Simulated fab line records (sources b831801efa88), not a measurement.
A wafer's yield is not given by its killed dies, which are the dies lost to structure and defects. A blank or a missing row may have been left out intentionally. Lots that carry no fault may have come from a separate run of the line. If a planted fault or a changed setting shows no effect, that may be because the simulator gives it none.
2 desks, one fault || flow sky130 || each desk holds nothing but its own numbers, with what lay behind them at the end

METROLOGY DESK
What the gauges read for every lot (on any tool): the sampled wafers with a number, averaged. If a lot's mean is further than 4 standard deviations from the usual mean, the lot is out of limits and carries the mark OUT (the distance appears in the brackets).
Columns: A = PWDE_OVL at SKY_PWDE_OVL_MEAS_07, usual 0.1 nm; B = PWDE_TW at SKY_PWDE_TW_MEAS_10, usual 375.6
{"lot": "L760", "first seen here": "day 4 10:05", "A": -0.9, "B": 370.9}
{"lot": "L761", "first seen here": "day 4 14:54", "A": 0.3, "B": 376.5}
{"lot": "L762", "first seen here": "day 4 21:00", "A": -0.8, "B": 372.0}
{"lot": "L765", "first seen here": "day 5 17:01", "A": 3.0, "B": 379.8}
{"lot": "L766", "first seen here": "day 6 08:12", "A": -0.5, "B": 373.9}
{"lot": "L768", "first seen here": "day 6 16:12", "A": 0.4, "B": 378.6}
{"lot": "L769", "first seen here": "day 6 16:33", "A": -0.2, "B": 377.5}
{"lot": "L772", "first seen here": "day 7 08:19", "A": -0.4, "B": 375.9}
{"lot": "L773", "first seen here": "day 7 09:10", "A": 0.6, "B": 371.2}
{"lot": "L774", "first seen here": "day 7 17:24", "A": 0.0, "B": 375.2}
{"lot": "L775", "first seen here": "day 7 19:47", "A": 0.4, "B": 371.7}
This desk's verdict: no lot among the 11 shows anything out of limits.

AT THE TOOL OWNER'S DESK: plasma_asher-01
The tool's own readings at SKY_FIELD_ISO_STRIP_16 (strips in O2/N2): means of the sampled wafers that have a number, for each lot that ran on this tool. If a lot's mean is further than 4 standard deviations from the usual mean, the lot is out of limits and carries the mark OUT (the distance appears in the brackets).
Columns: A = chamber_pressure_mTorr at SKY_FIELD_ISO_STRIP_16, usual 1500.0 mTorr; B = drypump_motor_current_A at SKY_FIELD_ISO_STRIP_16, usual 5.9 A; C = oes_product_au at SKY_FIELD_ISO_STRIP_16, usual 0.377 a.u.; D = strip_time_to_endpoint_s at SKY_FIELD_ISO_STRIP_16, usual 3.54 s
{"lot": "L760", "first seen here": "day 2 17:46", "A": 1499.1, "B": 6.0, "C": 0.385, "D": 3.55}
{"lot": "L765", "first seen here": "day 3 21:17", "A": 1501.3, "B": 6.0, "C": 0.378, "D": 3.56}
{"lot": "L775", "first seen here": "day 5 22:04", "A": 1500.1, "B": 6.2, "C": 0.376, "D": 3.58}
This desk's verdict: no lot among the 3 shows anything out of limits.

TAKEN TOGETHER
From the metrology desk's view, nothing was out of limits.
The tool owner's desk saw nothing out of limits.

WHAT THE SIMULATOR PUT IN
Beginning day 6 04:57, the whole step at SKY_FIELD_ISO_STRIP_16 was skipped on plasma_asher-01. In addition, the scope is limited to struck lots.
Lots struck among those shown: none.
